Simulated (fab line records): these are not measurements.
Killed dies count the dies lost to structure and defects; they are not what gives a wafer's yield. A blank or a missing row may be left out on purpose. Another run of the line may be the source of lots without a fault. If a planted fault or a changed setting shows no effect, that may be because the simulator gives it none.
A lot that was struck, set against a sound lot	flow gf180mcu	16 out of 602 route steps
Sound: these wafers, L604.3, L604.4, L604.5. Wafers struck: L621.1, L621.4, L621.5. The cause comes at the end.
Per side, at each step with rows, come the tool, then ch with its chambers, and then its first start. Under that, the readings that differ: sound wafers	struck wafers	difference of the means	sigmas: that difference in standard deviations of wafers without a fault.
alike: readings whose means differ by less than 2 such deviations, and words and numbers that are the same on both sides. not compared: withheld readings, readings that some wafer has no value for, bounds like >300 that may hide the same value, and numbers for which the record gives no deviation and whose values overlap.
A row with sigmas, a row that says differs or no value, or rows on one side alone: a step with any of these is where the two part. When numbers do not overlap yet have no deviation, they are printed without sigmas and do not part them. Lack of a reading on every wafer of one side parts them only where that side has two or more wafers.

first, 6 steps without rows for these wafers: GF_M1_HMDS_08 (prime time 60 s); GF_M1_COAT_09 (resist thk 1000 nm); GF_M1_SOFTBAKE_10 (time 60 s); GF_M1_EXPOSE_11 (exposes mask Metal1, target cd 230 nm); GF_M1_PEB_12 (peb time 90 s); GF_M1_DEVELOP_13 (develop time 60 s).
GF_M1_CD_MEAS_14: the cd target is 230 nm.
  sound: cdSem-01 at day 18 09:19; struck: cdSem-02 at day 23 19:23
  alike: cdNm
GF_M1_OVL_MEAS_15:
  sound: overlay-02 at day 18 09:25; struck: overlay-01 at day 23 19:30
  alike: M1_OVL
GF_M1_METAL_ETCH_16: etches the open film in Cl2/BCl3, stops on SiO2, target depth 627.5 nm, time 104.6 s.
  sound on rieMetal-01 ch 0,1, day 18 09:28; struck on rieMetal-04 ch 0,1, day 23 19:32
  alike: bcl3FlowSccm, drypumpMotorCurrentA, mfcCl2Sccm, oesProductAu, throttleValvePct
  not compared: rfHoursCounterH
GF_M1_STRIP_17: strips in O2/N2.
  sound on plasmaAsher-01 ch 0,1, day 18 09:35; struck on plasmaAsher-03 ch 0,1, day 23 19:39
  alike: drypumpMotorCurrentA, heaterPowerW, oesProductAu, stripTimeToEndpointS
  not compared: rfHoursCounterH
then, 2 steps without rows for these wafers: GF_M1_STRIP_18 (strips in post etch residue remover, time 1200 s); GF_M1_CLEAN_19 (cleans in DIW).
GF_V1_CVD_00: deposits SiO2, target thk 600 nm, time 100 s.
  sound on hdpcvd-02 ch 0,2, day 18 10:07; struck on hdpcvd-02 ch 0,1,2, day 23 20:11
reading	sound	struck	difference	sigmas
sih4FlowSccm (sccm)	60.45 60.00 60.18	47.63 47.86 48.22	-12.31	-68
model.SiO2_of_V1_CVD_00.thkNm (nm)	597.9 596.4 595.3	478.6 469.7 485.7	-118.5	
GF_V1_THK_MEAS_01:
  sound: filmMetro-04 at day 18 10:13; struck: filmMetro-01 at day 23 20:15
reading	sound	struck	difference	sigmas
V1_CVD_00_THK (nm)	598 596 595	478 470 486	-118	-17
GF_V1_CVD_02: deposits SiO2 from TEOS, target thk 850 nm, time 94.851 s.
  sound on pecvd-04 ch 1,2, day 18 10:15; struck on pecvd-01 ch 0,1,2, day 23 20:19
  alike: heaterPowerW
GF_PASSIVATION_PROBE_99:
  sound wafers here have rows in the record (prober-01, day 30 03:32); struck ones have none

WHERE THEY PART
First at GF_V1_CVD_00; last, within this record, at GF_PASSIVATION_PROBE_99.

WHY: what the simulator had put in
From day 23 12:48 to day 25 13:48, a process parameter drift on hdpcvd-02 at GF_V1_CVD_00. The setting sih4FlowSccm was moved by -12, starting from 60. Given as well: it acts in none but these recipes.
